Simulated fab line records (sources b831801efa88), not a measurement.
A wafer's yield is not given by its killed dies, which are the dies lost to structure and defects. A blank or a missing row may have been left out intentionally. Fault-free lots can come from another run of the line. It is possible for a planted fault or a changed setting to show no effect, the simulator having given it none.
Chamber matching -- flow sky130 -- 4 sister chambers for SKY_FIELD_ISO_ETCH_14 on rie_diel-03
The step etches BARC in N2/H2, stops on SiO2, time 45.9 s, target depth 60 nm. 14 wafers are shown with their chamber, then 7 later ones without.

## WAFERS PAIRED WITH THEIR CHAMBERS
wafer,chamber,drypump_motor_current_A (A),chamber_pressure_mTorr (mTorr),oes_product_au (a.u.)
L967.1,3,5.88,29.992,0.862
L967.2,0,5.64,29.999,0.854
L967.5,0,5.65,30.003,0.855
L973.3,0,5.63,30.035,0.856
L973.4,1,5.84,29.963,0.856
L973.5,3,5.91,30.023,0.859
L974.1,1,5.84,30.007,0.853
L974.2,0,5.64,30.067,0.863
L974.4,2,5.44,29.921,0.851
L981.1,3,5.94,30.002,0.858
L981.3,1,5.88,30.035,0.849
L981.6,3,5.88,29.975,0.856
L984.1,0,5.61,29.972,0.862
L984.4,0,5.64,29.997,0.863

SIGNATURES (means of the wafers above)
reading,chamber 0,chamber 1,chamber 2,chamber 3,scatter within a chamber
drypump_motor_current_A,5.6350,5.8533,5.4400,5.9025,0.0212
chamber_pressure_mTorr,30.01217,30.00167,29.92100,29.99800,0.0308
oes_product_au,0.85883,0.85267,0.85100,0.85875,0.00366
Rule: a wafer lies at a distance from a chamber equal to the root of the sum of squares, over the readings, of (its reading less the chamber's mean, divided by the reading's scatter). The wafer belongs to the nearest chamber; if the next one is less than 2 further off, it can't be placed. How the scatter is found: for the shown wafers, subtract from each reading the mean of its chamber, square and add these, divide the total by (wafers less chambers), then take the root.

## WAFERS WITHOUT THEIR CHAMBER
wafer,drypump_motor_current_A (A),chamber_pressure_mTorr (mTorr),oes_product_au (a.u.)
L984.6,5.86,30.033,0.858
L985.1,5.91,29.986,0.864
L985.4,5.86,30.004,0.856
L985.6,5.64,29.941,0.858
L989.1,5.63,29.992,0.862
L989.3,5.86,29.976,0.860
L989.6,5.43,30.017,0.857

## WHICH CHAMBER EACH WENT THROUGH
wafer,from the rows above,in truth
L984.6,can't be placed: 1 or 3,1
L985.1,3,3
L985.4,can't be placed: 1 or 3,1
L985.6,0,0
L989.1,0,0
L989.3,can't be placed: 3 or 1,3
L989.6,2,2
4 of 7 placed correctly. Cannot be placed on the basis of these rows: 3; the candidates contain the true chamber in 3. 0 placed wrongly.
